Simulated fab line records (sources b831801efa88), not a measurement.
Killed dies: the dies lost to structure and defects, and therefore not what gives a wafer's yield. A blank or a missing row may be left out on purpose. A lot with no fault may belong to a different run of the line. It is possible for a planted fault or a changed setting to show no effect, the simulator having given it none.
Matching of chambers | flow sfq-line | cmp-02 running SFQ_TRILAYER_I2_CMP_CMP_064: 4 sister chambers
The step polishes SiO2. 4 wafers are shown with their chamber, then 7 later ones without.

== WAFERS, EACH WITH ITS CHAMBER ==
wafer  | chamber | motor-current-A (A)
L384.6 | 3       | 10.9
L386.3 | 0       | 11.1
L389.2 | 2       | 9.7
L389.4 | 1       | 11.3

== WAFERS WITH NO CHAMBER GIVEN ==
wafer  | motor-current-A (A)
L389.5 | 10.1
L391.3 | 10.8
L391.5 | 11.1
L391.6 | 10.9
L393.1 | 10.7
L393.3 | 10.9
L393.5 | 10.4

== WHICH CHAMBER EACH WENT THROUGH ==
wafer  | from the rows above               | in truth
L389.5 | can't be placed: 2 or 3           | 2
L391.3 | can't be placed: 3 or 0 or 1      | 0
L391.5 | can't be placed: 0 or 3 or 1      | 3
L391.6 | can't be placed: 3 or 0 or 1      | 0
L393.1 | can't be placed: 3 or 0 or 1      | 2
L393.3 | can't be placed: 3 or 0 or 1      | 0
L393.5 | can't be placed: 3 or 0 or 2 or 1 | 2
Correctly placed: 0 of 7. Not placeable from these rows: 7 (in 6, the candidates include the true chamber). Wrongly placed: 0.
How it was worked out, from the rows above alone: a wafer's distance from a chamber is the root of the sum, over the readings, of the square of ((its reading less the chamber's mean) divided by the reading's scatter). If the next closest chamber is less than 2 further off than the closest, the wafer can't be placed; otherwise it belongs to the closest. For every chamber, the mean is computed from those of its wafers that are shown. The scatter: with one shown wafer a chamber, the root of the mean of the squares of how far each hidden wafer lies from its nearest shown one.
